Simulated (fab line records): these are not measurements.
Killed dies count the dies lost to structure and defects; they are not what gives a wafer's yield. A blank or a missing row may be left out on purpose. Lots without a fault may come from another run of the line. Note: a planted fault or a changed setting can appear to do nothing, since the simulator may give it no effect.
Which of the tools did it? / flow gf180mcu / 36 wafers from 12 lots sampled at 3 of the route's 602 steps

## WHAT THE GAUGES SHOWED, per wafer
GF_TOP_METAL_OVL_MEAS_15. Usual: TOP_METAL_OVL typically reads 0.1 nm, with standard deviation 1.4.
lot=L311; measured=day 28 15:41; on=overlay-01; TOP_METAL_OVL (nm)=0.8 2.8 3.3; flag=
lot=L313; measured=day 29 13:59; on=overlay-02; TOP_METAL_OVL (nm)=1.5 -0.2 1.9; flag=
lot=L318; measured=day 31 03:14; on=overlay-02; TOP_METAL_OVL (nm)=1.2 0.4 -1.6; flag=
lot=L321; measured=day 31 22:28; on=overlay-01; TOP_METAL_OVL (nm)=-0.3 -0.6 -0.7; flag=
lot=L323; measured=day 32 00:02; on=overlay-01; TOP_METAL_OVL (nm)=-0.8 0.6 -0.1; flag=
lot=L324; measured=day 32 13:02; on=overlay-02; TOP_METAL_OVL (nm)=-1.3 -1.9 -1.5; flag=
lot=L325; measured=day 32 21:38; on=overlay-01; TOP_METAL_OVL (nm)=0.1 -0.9 1.5; flag=
lot=L327; measured=day 33 11:46; on=overlay-01; TOP_METAL_OVL (nm)=1.1 0.4 0.0; flag=
lot=L330; measured=day 34 04:08; on=overlay-01; TOP_METAL_OVL (nm)=-3.9 -2.4 -0.7; flag=
lot=L331; measured=day 34 04:47; on=overlay-01; TOP_METAL_OVL (nm)=-1.7 -1.2 -0.8; flag=
lot=L328; measured=day 34 07:59; on=overlay-02; TOP_METAL_OVL (nm)=1.6 0.4 0.1; flag=
lot=L333; measured=day 34 21:44; on=overlay-01; TOP_METAL_OVL (nm)=1.4 0.0 -0.2; flag=

## WHAT TOOL EACH LOT RAN ON (gives the tool, then ch and the chambers of the sampled wafers, and finally the start)
lot=L311; GF_M5_STRIP_11=plasma asher-04 ch 1, day 26 20:07; GF_TOP_METAL_SPUTTER_02=pvd sputter-02, day 27 19:43
lot=L313; GF_M5_STRIP_11=plasma asher-02 ch 0,1, day 27 20:03; GF_TOP_METAL_SPUTTER_02=pvd sputter-01, day 28 18:53
lot=L318; GF_M5_STRIP_11=plasma asher-02 ch 0,1, day 29 10:29; GF_TOP_METAL_SPUTTER_02=pvd sputter-01, day 30 08:43
lot=L321; GF_M5_STRIP_11=plasma asher-03 ch 0,1, day 30 06:54; GF_TOP_METAL_SPUTTER_02=pvd sputter-04, day 31 04:32
lot=L323; GF_M5_STRIP_11=plasma asher-02 ch 0,1, day 30 09:43; GF_TOP_METAL_SPUTTER_02=pvd sputter-04, day 31 06:29
lot=L324; GF_M5_STRIP_11=plasma asher-02 ch 0,1, day 30 23:29; GF_TOP_METAL_SPUTTER_02=pvd sputter-01, day 31 19:58
lot=L325; GF_M5_STRIP_11=plasma asher-02 ch 0,1, day 31 07:36; GF_TOP_METAL_SPUTTER_02=pvd sputter-04, day 32 04:26
lot=L327; GF_M5_STRIP_11=plasma asher-02 ch 0,1, day 31 23:33; GF_TOP_METAL_SPUTTER_02=pvd sputter-01, day 32 19:08
lot=L330; GF_M5_STRIP_11=plasma asher-02 ch 0,1, day 32 17:18; GF_TOP_METAL_SPUTTER_02=pvd sputter-02, day 33 12:26
lot=L331; GF_M5_STRIP_11=plasma asher-02 ch 0,1, day 32 18:14; GF_TOP_METAL_SPUTTER_02=pvd sputter-01, day 33 13:34
lot=L328; GF_M5_STRIP_11=plasma asher-02 ch 0,1, day 32 21:25; GF_TOP_METAL_SPUTTER_02=pvd sputter-02, day 33 16:07
lot=L333; GF_M5_STRIP_11=plasma asher-03 ch 0,1, day 33 11:26; GF_TOP_METAL_SPUTTER_02=pvd sputter-01, day 34 06:10
- GF_M5_STRIP_11: strips in O2/N2.
- GF_TOP_METAL_SPUTTER_02: material AlCu, target thk 900 nm, time 47.82 s.

## WHAT THE TOOLS THEMSELVES READ (means of the sampled wafers that have a number; where no wafer has one, the mark that the record gives instead)
GF_M5_STRIP_11. Usual: drypump motor current A 5.2 A, standard deviation 0.41; heater power w 328 W, standard deviation 34; oes product au 0.523 a.u., standard deviation 0.0048; strip time to endpoint s 7.06 s, standard deviation 0.044.
lot=L311; tool=plasma asher-04; drypump motor current A (A)=6.0; heater power w (W)=348; oes product au (a.u.)=0.521; strip time to endpoint s (s)=7.07; flag=
lot=L313; tool=plasma asher-02; drypump motor current A (A)=4.9; heater power w (W)=316; oes product au (a.u.)=0.523; strip time to endpoint s (s)=7.10; flag=
lot=L318; tool=plasma asher-02; drypump motor current A (A)=5.2; heater power w (W)=340; oes product au (a.u.)=0.524; strip time to endpoint s (s)=7.04; flag=
lot=L321; tool=plasma asher-03; drypump motor current A (A)=5.3; heater power w (W)=314; oes product au (a.u.)=0.526; strip time to endpoint s (s)=7.07; flag=
lot=L323; tool=plasma asher-02; drypump motor current A (A)=5.2; heater power w (W)=341; oes product au (a.u.)=0.518; strip time to endpoint s (s)=7.02; flag=
lot=L324; tool=plasma asher-02; drypump motor current A (A)=5.0; heater power w (W)=314; oes product au (a.u.)=0.515; strip time to endpoint s (s)=7.00; flag=
lot=L325; tool=plasma asher-02; drypump motor current A (A)=5.2; heater power w (W)=338; oes product au (a.u.)=0.525; strip time to endpoint s (s)=7.11; flag=
lot=L327; tool=plasma asher-02; drypump motor current A (A)=4.9; heater power w (W)=323; oes product au (a.u.)=0.521; strip time to endpoint s (s)=7.11; flag=
lot=L330; tool=plasma asher-02; drypump motor current A (A)=5.2; heater power w (W)=355; oes product au (a.u.)=0.521; strip time to endpoint s (s)=7.03; flag=
lot=L331; tool=plasma asher-02; drypump motor current A (A)=5.0; heater power w (W)=326; oes product au (a.u.)=0.524; strip time to endpoint s (s)=7.05; flag=
lot=L328; tool=plasma asher-02; drypump motor current A (A)=5.2; heater power w (W)=351; oes product au (a.u.)=0.524; strip time to endpoint s (s)=7.06; flag=
lot=L333; tool=plasma asher-03; drypump motor current A (A)=5.3; heater power w (W)=311; oes product au (a.u.)=0.521; strip time to endpoint s (s)=7.07; flag=

GF_TOP_METAL_SPUTTER_02. Usual: cathode dc power W 10600 W, standard deviation 2; throttle valve pct 29.7 %, standard deviation 0.79.
lot=L311; tool=pvd sputter-02; cathode dc power W (W)=10602; throttle valve pct (%)=30.3; flag=
lot=L313; tool=pvd sputter-01; cathode dc power W (W)=10600; throttle valve pct (%)=29.3; flag=
lot=L318; tool=pvd sputter-01; cathode dc power W (W)=10598; throttle valve pct (%)=30.5; flag=
lot=L321; tool=pvd sputter-04; cathode dc power W (W)=10599; throttle valve pct (%)=28.8; flag=
lot=L323; tool=pvd sputter-04; cathode dc power W (W)=10599; throttle valve pct (%)=29.5; flag=
lot=L324; tool=pvd sputter-01; cathode dc power W (W)=10600; throttle valve pct (%)=29.9; flag=
lot=L325; tool=pvd sputter-04; cathode dc power W (W)=10597; throttle valve pct (%)=29.1; flag=
lot=L327; tool=pvd sputter-01; cathode dc power W (W)=10600; throttle valve pct (%)=29.8; flag=
lot=L330; tool=pvd sputter-02; cathode dc power W (W)=10601; throttle valve pct (%)=29.7; flag=
lot=L331; tool=pvd sputter-01; cathode dc power W (W)=10600; throttle valve pct (%)=29.1; flag=
lot=L328; tool=pvd sputter-02; cathode dc power W (W)=10600; throttle valve pct (%)=30.4; flag=
lot=L333; tool=pvd sputter-01; cathode dc power W (W)=10600; throttle valve pct (%)=29.8; flag=

## THE ANSWER, worked out from the rows above alone
Rule: lot off if the mean of its wafers having a number is beyond 3 standard deviations from the usual mean. A lot without any number at a reading at which 4 lots or more have one is off too. All remaining lots with rows at the step are treated as sound. After the gauges, taken in route order, come the tools' own readings; for these a lot's mean is taken, as printed above. The first step at which some lot is off is used, and at that step the reading that is off furthest; a lot without a number counts as furthest.
No lot is off at any reading shown: from this, nothing can be told.

## WHAT HAD BEEN PUT IN BY THE SIMULATOR
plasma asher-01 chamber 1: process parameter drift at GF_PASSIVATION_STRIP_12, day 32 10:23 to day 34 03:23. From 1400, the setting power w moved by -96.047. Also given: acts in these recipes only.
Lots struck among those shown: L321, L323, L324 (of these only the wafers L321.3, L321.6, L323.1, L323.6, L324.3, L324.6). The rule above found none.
